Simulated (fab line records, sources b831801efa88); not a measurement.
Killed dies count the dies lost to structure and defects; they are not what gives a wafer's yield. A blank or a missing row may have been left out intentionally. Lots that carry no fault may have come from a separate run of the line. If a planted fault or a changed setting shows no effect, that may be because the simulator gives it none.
Chamber matching    flow gf180mcu    GF_V4_ETCH_16 on rie-diel-04: 4 sister chambers
The step etches BARC in N2/H2. 27 wafers are shown with their chamber, then 12 later ones without.

WAFERS PAIRED WITH THEIR CHAMBERS
wafer   chamber  drypump-motor-current-A (A)  oes-product-au (a.u.)  throttle-valve-pct (%)
L074.2  1        5.9                          0.847                  13.250
L074.3  2        5.4                          0.857                  13.217
L074.5  3        6.0                          0.857                  13.222
L077.1  0        6.2                          0.859                  13.224
L077.2  3        6.0                          0.851                  13.224
L077.3  1        5.9                          0.857                  13.216
L077.4  2        5.4                          0.865                  13.218
L077.5  3        6.0                          0.867                  13.228
L077.6  2        5.4                          0.855                  13.226
L078.2  3        6.0                          0.855                  13.242
L078.3  2        5.4                          0.854                  13.240
L078.6  3        6.0                          0.861                  13.213
L079.2  3        6.0                          0.855                  13.201
L079.3  2        5.5                          0.854                  13.210
L079.6  1        5.9                          0.855                  13.228
L080.3  2        5.4                          0.848                  13.218
L080.5  1        5.8                          0.854                  13.223
L080.6  2        5.4                          0.850                  13.243
L085.2  1        5.9                          0.855                  13.220
L085.3  3        6.0                          0.854                  13.229
L085.5  3        6.0                          0.858                  13.219
L093.1  3        6.0                          0.856                  13.225
L093.3  0        6.2                          0.863                  13.239
L093.6  1        5.8                          0.846                  13.245
L094.1  3        6.0                          0.856                  13.231
L094.2  1        5.9                          0.865                  13.242
L094.3  0        6.2                          0.854                  13.228

SIGNATURES, as means of the wafers listed above
reading                  chamber 0  chamber 1  chamber 2  chamber 3  scatter within a chamber
drypump-motor-current-A  6.200      5.871      5.414      6.000      0.0315
oes-product-au           0.85867    0.85414    0.85471    0.85700    0.00526
throttle-valve-pct       13.23033   13.23200   13.22457   13.22340   0.0119
Rule: for each reading, subtract the chamber's mean from the wafer's reading, divide by that reading's scatter and square the result; add these up over the readings and take the root, which gives the wafer's distance from the chamber. If the next closest chamber is less than 2 further off than the closest, the wafer can't be placed; otherwise it belongs to the closest. The scatter is the square root of a quotient: the sum, over the shown wafers, of each reading's squared deviation from its chamber's mean, divided by wafers minus chambers.

WAFERS MISSING THEIR CHAMBER
wafer   drypump-motor-current-A (A)  oes-product-au (a.u.)  throttle-valve-pct (%)
L094.4  5.4                          0.855                  13.218
L094.5  6.0                          0.861                  13.223
L094.6  5.4                          0.859                  13.217
L095.2  6.2                          0.855                  13.234
L095.4  6.0                          0.860                  13.219
L095.6  5.8                          0.865                  13.227
L097.1  5.4                          0.860                  13.213
L097.2  6.2                          0.861                  13.209
L097.3  6.0                          0.860                  13.226
L097.4  5.9                          0.846                  13.235
L097.5  6.2                          0.847                  13.220
L097.6  5.8                          0.842                  13.231

EACH ONE'S CHAMBER
wafer   from the rows above  in truth
L094.4  2                    2
L094.5  3                    3
L094.6  2                    2
L095.2  0                    0
L095.4  3                    3
L095.6  1                    1
L097.1  2                    2
L097.2  0                    0
L097.3  3                    3
L097.4  1                    1
L097.5  0                    0
L097.6  1                    1
Correct placement for 12 of the 12. Left unplaced by these rows: 0. Number placed wrongly: 0.
